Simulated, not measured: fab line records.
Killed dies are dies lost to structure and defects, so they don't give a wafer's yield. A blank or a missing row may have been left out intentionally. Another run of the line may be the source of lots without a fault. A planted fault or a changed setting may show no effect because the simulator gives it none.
Tool commonality check | flow sky130 | Lots sampled 12, wafers sampled 36

## WHAT PROMPTED THE OPENING
2 of 12 lots carry a flag on the reading VT_ADJUST_PCH_TW at SKY_VT_ADJUST_PCH_TW_MEAS_10. No-fault wafers: 142.4, standard deviation 1.5.
Rule: flag the lot when none of its wafers has a number, or when each of its wafers that has one lies beyond 4 standard deviations from that mean. All remaining lots are regarded as sound.

lot  | measured     | on            | VT_ADJUST_PCH_TW, wafer by wafer | flag
L759 | day 10 13:11 | film_metro-03 | 141.7 141.3 141.4                |
L761 | day 12 06:23 | film_metro-04 | 145.0 144.1 144.8                |
L762 | day 12 08:32 | film_metro-03 | 142.3 141.2 142.7                |
L763 | day 12 11:59 | film_metro-03 | 142.5 142.5 142.3                |
L765 | day 12 23:17 | film_metro-03 | 142.7 142.2 142.3                |
L766 | day 13 19:52 | film_metro-04 | 144.2 144.3 144.4                |
L769 | day 14 00:36 | film_metro-03 | 115.9 115.6 115.0                | FLAGGED
L770 | day 14 06:47 | film_metro-03 | 141.8 141.6 141.5                |
L771 | day 15 05:32 | film_metro-03 | 115.3 115.7 115.4                | FLAGGED
L778 | day 16 19:55 | film_metro-03 | 141.2 141.2 141.8                |
L779 | day 17 07:44 | film_metro-04 | 144.8 144.7 144.6                |
L780 | day 17 11:58 | film_metro-03 | 142.1 142.1 142.0                |
Average over the flagged lots: 115.5; offset from the usual -26.9, equal to -18 standard deviations.

## WHICH TOOL RAN EACH LOT
2 process steps preceding the reading are held in the record, out of 708 steps in the route. Cell contents, in order: the tool; ch with the chambers the sampled wafers went through; the start.
lot  | flag    | SKY_NWELL_STRIP_14                  | SKY_VT_ADJUST_PCH_IMPLANT_08
L759 |         | plasma_asher-04 ch 0,1, day 4 17:25 | implanter-02 ch 0, day 10 12:57
L761 |         | plasma_asher-03 ch 0,1, day 5 23:00 | implanter-04 ch 0, day 12 06:08
L762 |         | plasma_asher-03 ch 0,1, day 6 02:43 | implanter-03 ch 0, day 12 08:17
L763 |         | plasma_asher-02 ch 0,1, day 6 03:52 | implanter-03 ch 0, day 12 11:46
L765 |         | plasma_asher-04 ch 0,1, day 6 12:57 | implanter-03 ch 0, day 12 23:04
L766 |         | plasma_asher-03 ch 0,1, day 7 02:23 | implanter-04 ch 0, day 13 19:40
L769 | FLAGGED | plasma_asher-02 ch 0,1, day 7 08:23 | implanter-04 ch 0, day 14 00:23
L770 |         | plasma_asher-03 ch 0,1, day 7 11:55 | implanter-03 ch 0, day 14 06:34
L771 | FLAGGED | plasma_asher-03 ch 0, day 8 06:58   | implanter-04 ch 0, day 15 05:17
L778 |         | plasma_asher-03 ch 0,1, day 9 11:54 | implanter-03 ch 0, day 16 19:40
L779 |         | plasma_asher-02 ch 0,1, day 9 19:08 | implanter-03 ch 0, day 17 07:29
L780 |         | plasma_asher-03 ch 0,1, day 9 23:26 | implanter-02 ch 0, day 17 11:43
What these steps do:
- SKY_NWELL_STRIP_14: strips in O2/N2.
- SKY_VT_ADJUST_PCH_IMPLANT_08
- SKY_VT_ADJUST_PCH_TW_MEAS_10

## FLAGGED AGAINST TOTAL, ONE TOOL AT A TIME (gauges that did the reading follow at the end)
step                         | tool            | lots run | flagged | share of the flagged lots | sound lots run after its first flagged lot
SKY_NWELL_STRIP_14           | plasma_asher-02 | 3        | 1       | some                      | 1 (L779)
SKY_NWELL_STRIP_14           | plasma_asher-03 | 7        | 1       | some                      | 2 (L778,L780)
SKY_NWELL_STRIP_14           | plasma_asher-04 | 2        | 0       | none                      | -
SKY_VT_ADJUST_PCH_IMPLANT_08 | implanter-02    | 2        | 0       | none                      | -
SKY_VT_ADJUST_PCH_IMPLANT_08 | implanter-03    | 6        | 0       | none                      | -
SKY_VT_ADJUST_PCH_IMPLANT_08 | implanter-04    | 4        | 2       | all                       | 0
SKY_VT_ADJUST_PCH_TW_MEAS_10 | film_metro-03   | 9        | 2       | all                       | 3 (L770,L778,L780)
SKY_VT_ADJUST_PCH_TW_MEAS_10 | film_metro-04   | 3        | 0       | none                      | -

## WHAT THE TABLE PERMITS
In 2 table rows, all flagged lots were run: implanter-04 (SKY_VT_ADJUST_PCH_IMPLANT_08), film_metro-03 (SKY_VT_ADJUST_PCH_TW_MEAS_10).
- implanter-04 at SKY_VT_ADJUST_PCH_IMPLANT_08: 2 of its 4 lots flagged. A fault beginning between L766 (day 13 19:40), its last sound lot, and L769 (day 14 00:23), its first flagged one, fits the data. Its own readings (dose_ions_cm2, faraday_current_uA) fall more than 4 standard deviations out on all wafers of the flagged lots.
- film_metro-03 at SKY_VT_ADJUST_PCH_TW_MEAS_10: 2 of its 9 lots flagged. Sound lots ran on it after the first flagged one (L770, L778, L780), which a lasting fault on the whole tool wouldn't allow.
What remains is a single tool, implanter-04 at SKY_VT_ADJUST_PCH_IMPLANT_08.

## WHAT THE SIMULATOR HAD INSERTED
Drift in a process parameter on implanter-04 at SKY_VT_ADJUST_PCH_IMPLANT_08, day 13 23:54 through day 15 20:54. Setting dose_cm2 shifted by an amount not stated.
Struck lots among those shown: L769, L771. The rule above found the same.
